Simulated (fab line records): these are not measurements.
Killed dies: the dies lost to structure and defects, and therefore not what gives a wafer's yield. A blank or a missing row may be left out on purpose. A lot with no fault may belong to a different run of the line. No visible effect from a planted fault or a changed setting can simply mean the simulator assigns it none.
Which of the tools did it? -- flow sky130 -- 14 lots with 42 wafers sampled at 2 steps, on a route of 708 steps

== WHAT EACH GAUGE READ, for each wafer ==
The record holds no reading of a measuring or inspecting step that can be judged against a usual standard deviation.

== EACH LOT AND THE TOOL THAT RAN IT (in order: tool; ch and the chambers of the sampled wafers; start) ==
lot,SKY_METAL5_SOFTBAKE_10,SKY_PAD_OPEN_PROBE_99
L332,"lithoTrack-04 ch 0, day 43 05:01",-
L333,"lithoTrack-04 ch 0, day 43 22:23",-
L335,"lithoTrack-01 ch 0, day 44 00:52","prober-01, day 46 08:04"
L336,"lithoTrack-04 ch 0, day 44 09:11",-
L337,"lithoTrack-01 ch 0, day 44 11:58",-
L338,"lithoTrack-03 ch 0, day 44 22:20","prober-02, day 47 06:29"
L340,"lithoTrack-03 ch 0, day 45 04:50",-
L339,"lithoTrack-04 ch 0, day 45 07:06",-
L346,"lithoTrack-01 ch 0, day 48 08:56","prober-02, day 50 11:26"
L351,"lithoTrack-03 ch 0, day 48 10:26",-
L349,"lithoTrack-01 ch 0, day 48 10:59","prober-02, day 50 14:47"
L352,"lithoTrack-03 ch 0, day 48 11:45",-
L353,"lithoTrack-03 ch 0, day 48 12:38",-
L354,"lithoTrack-04 ch 0, day 48 13:57",-
- SKY_METAL5_SOFTBAKE_10: time 60 s.
- SKY_PAD_OPEN_PROBE_99

== WHAT THE TOOLS THEMSELVES READ (means of the sampled wafers that have a number; where no wafer has one, the mark that the record gives instead) ==
SKY_METAL5_SOFTBAKE_10. Usual: heaterPowerTotalW 56.60 W, standard deviation 0.044; plateTempC 89.99 C, standard deviation 0.13.
lot,tool,heaterPowerTotalW (W),plateTempC (C),flag
L332,lithoTrack-04,56.62,89.95,
L333,lithoTrack-04,56.60,90.10,
L335,lithoTrack-01,56.58,90.06,
L336,lithoTrack-04,56.58,90.00,
L337,lithoTrack-01,56.56,89.90,
L338,lithoTrack-03,56.62,90.02,
L340,lithoTrack-03,56.59,89.96,
L339,lithoTrack-04,56.56,89.96,
L346,lithoTrack-01,58.48,92.09,OFF
L351,lithoTrack-03,56.58,90.01,
L349,lithoTrack-01,58.50,92.20,OFF
L352,lithoTrack-03,56.54,89.83,
L353,lithoTrack-03,56.60,90.05,
L354,lithoTrack-04,56.63,89.90,

SKY_PAD_OPEN_PROBE_99. Usual: defectLimitedYield 82.3 %, standard deviation 2; killed_at_M0_to_M3 44, standard deviation 7.9; killed_at_M4_up 3.1, standard deviation 1.9; killedAtContacts 24, standard deviation 4.6; killedAtFrontEnd 16, standard deviation 4.9; killedAtOther 0.3, standard deviation 0.6; killedDies 87, standard deviation 9.7; killedOpen 48, standard deviation 7.2; killedShort 39, standard deviation 5.6; sort_bin_3_pad_short 0.8 %, standard deviation 0.47; sort_bin_5_function 10.4 %, standard deviation 1.5; sort_bin_6_memory 6.5 %, standard deviation 1.1; sortNPass 405, standard deviation 9.7; sortYieldPct 82.3 %, standard deviation 2.
lot,tool,defectLimitedYield (%),killed_at_M0_to_M3,killed_at_M4_up,killedAtContacts,killedAtFrontEnd,killedAtOther,killedDies,killedOpen,killedShort,sort_bin_3_pad_short (%),sort_bin_5_function (%),sort_bin_6_memory (%),sortNPass,sortYieldPct (%),flag
L335,prober-01,82.6,44,4.3,19,18,0.0,85,47,37,0.7,10.7,6.0,407,82.6,
L338,prober-02,82.9,39,5.0,25,15,0.3,84,48,36,0.3,11.3,5.4,408,82.9,
L346,prober-02,84.3,36,3.3,19,19,0.0,77,42,34,0.6,8.8,6.2,415,84.3,
L349,prober-02,84.1,49,2.3,17,9,0.7,78,40,38,0.8,9.2,5.9,414,84.1,

== THE ANSWER, worked out from the rows above alone ==
Rule: take the mean of a lot's wafers that have a number; if it is more than 3 standard deviations from the usual mean, the lot is off. A lot without any number at a reading at which 4 lots or more have one is off too. Any other lot the step has rows for is counted as sound. First the gauges in route order, then the tools' own readings, where a lot's mean is used as printed above. The first step at which some lot is off is used, and at that step the reading that is off furthest; a lot without a number counts as furthest.
Off: L346, L349 (SKY_METAL5_SOFTBAKE_10, heaterPowerTotalW).
A tool fits if, at that step or a process step before it, it ran every lot that is off, and no sound lot after the first of them. One candidate fits, namely lithoTrack-01 at SKY_METAL5_SOFTBAKE_10. Its last sound lot is L337 (day 44 11:58), its first lot that is off L346 (day 48 08:56): a fault that began between those two fits.
The tool's own readings at SKY_METAL5_SOFTBAKE_10 bear it out: on the lots that are off they differ by more than 5 times the standard deviation of the sound lots' means. heaterPowerTotalW reads 58.49 W there against 56.59 W on the sound lots; plateTempC reads 92.15 C there against 89.98 C on the sound lots.

== WHAT THE SIMULATOR PUT IN ==
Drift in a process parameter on lithoTrack-01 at SKY_METAL5_SOFTBAKE_10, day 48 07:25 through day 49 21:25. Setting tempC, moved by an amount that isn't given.
Struck lots among those shown: L346, L349. This agrees with what the rule above found.
